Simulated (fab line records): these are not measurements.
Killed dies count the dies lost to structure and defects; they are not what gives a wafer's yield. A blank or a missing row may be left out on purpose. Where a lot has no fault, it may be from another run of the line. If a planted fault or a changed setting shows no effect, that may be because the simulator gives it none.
8D (eight disciplines) problem report, filled in by code ; flow gf180mcu ; the parts of the form that need people (team, actions taken, sign-off) are left out

== 1. THE PROBLEM ==
oes-product-au at GF_M5_METAL_ETCH_10 reads a mean of 0.905 a.u. on 3 wafers of 3 lots; wafers without a fault read 0.989 a.u. with a standard deviation of 0.0074. That puts it -11 standard deviations away from the usual mean.
The step: etches the open film in Cl2/BCl3, stops on SiO2, target depth 750.8 nm, time 125.1 s.
Earliest sighting: wafer L305.1 on rie-metal-02 at day 31 00:32. At this step, 34 wafers from 12 lots have a number in the record. Rule for "out", or "out of limits": more than 4 standard deviations from the usual mean. All remaining wafers that have a number are taken as sound.

== 2. WHAT IT IS AND WHAT IT IS NOT ==
question;is;is not
which readings at this step;oes-product-au, throttle-valve-pct;drypump-motor-current-A
which lots;L305, L306, L308;L290, L291, L293, L294, L295, L296, L298, L309, L311
which wafers of those lots;L305.1, L306.1, L308.6;L305.4, L306.4, L308.3, L308.4
read on which tools;rie-metal-02;rie-metal-01, rie-metal-03
when;from day 31 00:32;"up to then (22 sound wafers); but 9 sound wafers of L306, L308, L309, L311 came after"

== 3. WHAT RULES OUT EACH SUSPECT ==
Counting: if a tool at a process step up to the reading ran every lot that is out, it stays a suspect. Sound lots after the first of them don't rule it out here, since some wafers of a struck lot are sound.
- pvd-sputter-03 at GF_MIM_SPUTTER_09 (material TiN, target thk 35 nm, time 29.2 s): kept. Ran every lot that is out, first one L305 (day 29 11:43); last sound lot up to then L296 (day 26 14:16).
- rie-metal-02 at GF_M5_METAL_ETCH_10 (etches the open film in Cl2/BCl3, stops on SiO2, target depth 750.8 nm, time 125.1 s): kept. Ran every lot that is out, first one L305 (day 31 00:32); last sound lot up to then L298 (day 29 05:17). Its own oes-product-au, throttle-valve-pct readings are out on those wafers.
What counting leaves: pvd-sputter-03 at GF_MIM_SPUTTER_09 and rie-metal-02 at GF_M5_METAL_ETCH_10.

== 4. THE CAUSE (what the simulator had put in) ==
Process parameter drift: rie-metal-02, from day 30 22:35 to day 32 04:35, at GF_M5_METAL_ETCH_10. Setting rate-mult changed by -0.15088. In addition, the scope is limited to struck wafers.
After counting, 2 suspects remain, this tool included.

== 5. THE CHAIN OF EFFECTS, in route order ==
One row per reading whose mean, taken over the struck wafers that have a number, lies over 3 standard deviations from the usual. Scope: only readings with a usual standard deviation given in the record; hours: median across lots of the time from each lot's start at the first step in this table that gives one to its start at this step; sigmas: change in usual standard deviations.
hours;step;reading;usual;on struck wafers;change;sigmas
0;GF_M5_METAL_ETCH_10;oes-product-au;0.989 a.u.;0.905;-0.084;-11
0;GF_M5_METAL_ETCH_10;throttle-valve-pct;28.231 %;28.326;+0.095;+8.6
0;GF_M5_STRIP_11;oes-product-au;0.525 a.u.;0.546;+0.021;+4.4
0;GF_M5_STRIP_11;strip-time-to-endpoint-s;7.07 s;7.52;+0.45;+7.1
The process steps in it:
- GF_M5_METAL_ETCH_10: etches the open film in Cl2/BCl3, stops on SiO2, target depth 750.8 nm, time 125.1 s.
- GF_M5_STRIP_11: strips in O2/N2.

== 6. HOW IT WOULD HAVE BEEN CAUGHT EARLIER ==
The fault began at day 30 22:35; the first out-of-limits reading in this record came at day 31 00:32, 2 hours later.
